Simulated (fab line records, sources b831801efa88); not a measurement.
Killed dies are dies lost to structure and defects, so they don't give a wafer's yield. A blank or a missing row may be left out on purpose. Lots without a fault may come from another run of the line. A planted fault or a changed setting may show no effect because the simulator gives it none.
Which tool did it? | flow sky130 | 11 lots, 33 wafers sampled, at 5 steps of a route of 708

WHAT THE GAUGES READ, wafer by wafer
SKY_LOCAL_INTERCONNECT_CD_MEAS_11: target cd 170 nm.
lot  | measured     | on        | cd_nm (nm)
L929 | day 30 10:38 | cd_sem-02 | 167.0 167.9 167.5
L930 | day 30 17:08 | cd_sem-01 | 169.4 168.9 169.6
L931 | day 31 11:04 | cd_sem-02 | 168.2 170.8 169.9
L934 | day 32 10:20 | cd_sem-02 | 168.3 168.0 168.8
L935 | day 32 11:52 | cd_sem-02 | 167.9 168.8 168.2
L938 | day 33 09:19 | cd_sem-01 | 169.7 168.9 170.1
L941 | day 34 15:01 | cd_sem-02 | 169.8 170.5 169.5
L943 | day 34 23:07 | cd_sem-02 | 171.4 171.1 171.5
L945 | day 35 13:17 | cd_sem-02 | 167.1 167.8 168.9
L948 | day 36 12:56 | cd_sem-02 | 164.0 163.9 165.4
L952 | day 37 15:02 | cd_sem-01 | 167.3 167.4 167.4

SKY_CONTACT_BOW_MEAS_05.
lot  | measured     | on            | CONTACT_BOW (um)
L929 | day 30 12:21 | film_metro-01 | 85 80 87
L930 | day 30 18:31 | film_metro-02 | 83 86 78
L931 | day 31 12:35 | film_metro-01 | 92 80 78
L934 | day 32 11:49 | film_metro-03 | 81 85 89
L935 | day 32 13:29 | film_metro-03 | 84 87 88
L938 | day 33 10:41 | film_metro-02 | 79 90 88
L941 | day 34 16:24 | film_metro-02 | 78 86 77
L943 | day 35 00:33 | film_metro-02 | 90 82 84
L945 | day 35 14:46 | film_metro-03 | 80 87 87
L948 | day 36 14:19 | film_metro-01 | 79 90 70
L952 | day 37 16:26 | film_metro-02 | 81 94 86

SKY_CAP2M_THK_MEAS_01.
lot  | measured     | on            | CAP2M_CVD_00_THK (nm)
L929 | day 39 18:34 | film_metro-04 | 15.33 15.06 15.64
L930 | day 40 00:19 | film_metro-01 | 15.86 15.72 15.73
L931 | day 40 15:50 | film_metro-01 | 15.48 15.92 15.85
L934 | day 41 13:10 | film_metro-03 | 15.75 15.54 15.76
L935 | day 41 14:51 | film_metro-01 | 15.25 15.74 15.41
L938 | day 42 08:48 | film_metro-01 | 15.21 15.29 15.43
L941 | day 43 12:46 | film_metro-01 | 15.31 15.63 15.69
L943 | day 43 17:43 | film_metro-04 | 15.44 15.47 15.74
L945 | day 44 05:14 | film_metro-03 | 15.55 15.50 10.23
L948 | day 45 01:53 | film_metro-01 | 15.47 15.62 9.64
L952 | day 45 22:40 | film_metro-01 | 14.78 15.53 15.56

WHICH TOOL RAN EACH LOT (tool, then ch and the chambers of the sampled wafers, then the start)
lot  | SKY_METAL2_ETCH_18                | SKY_CAP2M_CVD_00
L929 | rie_metal-01 ch 0,1, day 35 04:55 | pecvd-01 ch 0,2, day 39 18:32
L930 | rie_metal-04 ch 0,1, day 35 10:58 | pecvd-02 ch 0,2, day 40 00:18
L931 | rie_metal-04 ch 0,1, day 36 03:56 | pecvd-03 ch 0,2, day 40 15:48
L934 | rie_metal-02 ch 0,1, day 37 02:38 | pecvd-01 ch 1,2, day 41 13:07
L935 | rie_metal-01 ch 0,1, day 37 04:51 | pecvd-02 ch 0,2, day 41 14:49
L938 | rie_metal-02 ch 0,1, day 38 00:43 | pecvd-03 ch 0,1,2, day 42 08:46
L941 | rie_metal-04 ch 0,1, day 39 06:23 | pecvd-02 ch 0,1, day 43 12:44
L943 | rie_metal-01 ch 0,1, day 39 13:01 | pecvd-03 ch 1,2, day 43 17:42
L945 | rie_metal-02 ch 0,1, day 40 02:43 | pecvd-03 ch 0,1,2, day 44 05:13
L948 | rie_metal-01 ch 0,1, day 41 00:14 | pecvd-03 ch 0,2, day 45 01:51
L952 | rie_metal-04 ch 1, day 41 23:43   | pecvd-01 ch 0,1, day 45 22:38
- SKY_METAL2_ETCH_18: etches BARC in N2/H2, stops on SiO2, time 45.9 s, target depth 60 nm.
- SKY_CAP2M_CVD_00: deposits SiO2, target thk 15.5 nm.

WHAT THE TOOLS THEMSELVES READ (means of the sampled wafers that have a number; where no wafer has one, the mark that the record gives instead)
SKY_METAL2_ETCH_18.
lot  | tool         | bias_w (W) | drypump_motor_current_A (A) | oes_product_au (a.u.) | throttle_valve_pct (%)
L929 | rie_metal-01 | 99.99      | 5.8                         | 0.852                 | 13.225
L930 | rie_metal-04 | 99.96      | 5.5                         | 0.854                 | 13.226
L931 | rie_metal-04 | 99.93      | 5.5                         | 0.853                 | 13.233
L934 | rie_metal-02 | 99.75      | 5.6                         | 0.859                 | 13.230
L935 | rie_metal-01 | 99.85      | 5.8                         | 0.853                 | 13.227
L938 | rie_metal-02 | 99.92      | 5.5                         | 0.851                 | 13.218
L941 | rie_metal-04 | 100.01     | 5.5                         | 0.856                 | 13.228
L943 | rie_metal-01 | 99.48      | 5.8                         | 0.849                 | 13.216
L945 | rie_metal-02 | 100.13     | 5.6                         | 0.850                 | 13.225
L948 | rie_metal-01 | 100.10     | 5.8                         | 0.856                 | 13.222
L952 | rie_metal-04 | 100.29     | 5.5                         | 0.854                 | 13.229

SKY_CAP2M_CVD_00.
lot  | tool     | heater_power_w (W)
L929 | pecvd-01 | 631
L930 | pecvd-02 | 809
L931 | pecvd-03 | 735
L934 | pecvd-01 | 653
L935 | pecvd-02 | 787
L938 | pecvd-03 | 682
L941 | pecvd-02 | 829
L943 | pecvd-03 | 709
L945 | pecvd-03 | 685
L948 | pecvd-03 | 664
L952 | pecvd-01 | 556

THE ANSWER, worked out from the rows above alone
Rule: what is usual is taken from the lots themselves. Put in order of their means at a reading, lots are off if they are a third of the lots or fewer, leave a main group of 4 or more, and stand apart from it by a gap of 3 or more times the standard deviation of the main group's means; of several such gaps the widest counts. A main group whose means are all the same, to the digits that the tables above print for the reading, isn't used. A lot without any number at a reading at which 4 lots or more have one is off too. The other lots that the step has rows for count as sound. The gauges are gone through in route order, then the tools' own readings, and for those a lot's mean is taken as printed above. The first step at which some lot is off is used, and at that step the reading that is off furthest; a lot without a number counts as furthest.
Off: L945, L948, at SKY_CAP2M_THK_MEAS_01 (CAP2M_CVD_00_THK). The main group: mean 15.52 nm, standard deviation 0.17.
A tool fits if, at a process step before that reading, it ran every lot that is off, and no sound lot after the first of them. The gauges at SKY_CAP2M_THK_MEAS_01 are tried like those tools. One fits: pecvd-03 at SKY_CAP2M_CVD_00. Its last sound lot is L943 (day 43 17:42), its first lot that is off L945 (day 44 05:13): a fault that began between those two fits.

WHAT THE SIMULATOR HAD PUT IN
Process parameter drift: pecvd-03, from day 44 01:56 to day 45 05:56, at SKY_CAP2M_CVD_00. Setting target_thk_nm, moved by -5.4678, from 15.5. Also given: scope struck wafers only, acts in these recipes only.
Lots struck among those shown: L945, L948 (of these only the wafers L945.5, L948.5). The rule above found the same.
